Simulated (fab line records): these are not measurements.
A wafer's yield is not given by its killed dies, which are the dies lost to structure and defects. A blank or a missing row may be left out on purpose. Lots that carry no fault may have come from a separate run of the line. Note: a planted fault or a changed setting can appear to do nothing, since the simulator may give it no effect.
Code-filled problem report in 8D (eight disciplines) form | flow gf180mcu | the parts of the form that need people (team, actions taken, sign-off) are left out

== 1. THE PROBLEM ==
At GF_DUAL_GATE_OXIDATION_15, spikeTcUpperC averages 813.1 C over 6 wafers from 2 lots, while fault-free wafers read 849.3 C, standard deviation 1.5. Measured from the usual mean, that is -24 standard deviations.
The step: stabilise 600 s, purge 300 s, target thk 7.098 nm.
First seen on wafer L555.1, day 13 23:34, on furnace-01. Wafers with a number at this step in the record: 42, from 14 lots. Rule for "out" (also "out of limits"): further than 4 standard deviations from the usual mean. The rest of the wafers with a number are treated as sound.

== 2. WHAT IT IS; WHAT IT IS NOT ==
question                    | is                             | is not
which readings at this step | spikeTcUpperC, zonePowerTopPct | -
which lots                  | L555, L556                     | L537, L538, L540, L541, L542, L543, L544, L545, L546, L547, L557, L559
which wafers of those lots  | all that have a number         | -
read on which tools         | furnace-01                     | furnace-02
when                        | from day 13 23:34              | up to then (30 sound wafers); but 6 sound wafers of L557, L559 came after

== 3. THE SUSPECTS, EACH WITH WHAT RULES IT OUT ==
Counting: a tool stays on the suspect list if, at a process step up to the reading, it processed all lots that are out and no sound lot following the first of them.
- furnace-01 at GF_DUAL_GATE_OXIDATION_15 (stabilise 600 s, purge 300 s, target thk 7.098 nm): kept. Every lot that is out went through it, starting with L555 (day 13 23:34), and after that it ran no sound lot; the last sound lot it ran before then is L547 (day 11 13:23). On those wafers its own readings are out: spikeTcUpperC, zonePowerTopPct.
Left after counting: furnace-01 at GF_DUAL_GATE_OXIDATION_15.

== 4. THE CAUSE (what the simulator had put in) ==
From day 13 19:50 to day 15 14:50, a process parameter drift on furnace-01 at GF_DUAL_GATE_OXIDATION_15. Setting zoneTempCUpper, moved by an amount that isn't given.
The count eliminated every tool but this one.

== 5. THE CHAIN OF EFFECTS, in route order ==
Each row: a reading where the mean over the struck wafers with a number is more than 3 standard deviations away from the usual. Only readings whose record carries a usual standard deviation are examined. hours: median over the lots of the time between each lot's start at the first step of this table that gives one and its start at this step. sigmas: the change, counted in usual standard deviations.
hours | step                      | reading           | usual   | on struck wafers | change | sigmas
0     | GF_DUAL_GATE_OXIDATION_15 | spikeTcCentreC    | 850.5 C | 853.9            | +3.4   | +3.1
0     | GF_DUAL_GATE_OXIDATION_15 | spikeTcUpperC     | 849.3 C | 813.1            | -36.1  | -24
0     | GF_DUAL_GATE_OXIDATION_15 | zonePowerTopPct   | 35.9 %  | 44.6             | +8.8   | +15
0     | GF_DUAL_GATE_OXIDATION_15 | zonePowerUpperPct | 16 %    | 3                | -13    | -3.8
It contains these process steps:
- GF_DUAL_GATE_OXIDATION_15: stabilise 600 s, purge 300 s, target thk 7.098 nm.
At these later measuring or inspecting steps, every struck wafer for which the step has a row has a number for every such reading, and none has moved that far: GF_POLY_GATE_OVL_MEAS_11, GF_SAB_OVL_MEAS_10.

== 6. HOW IT WOULD HAVE BEEN CAUGHT EARLIER ==
In this record the first reading out of limits was taken at day 13 23:34, 4 hours after the fault began at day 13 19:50.
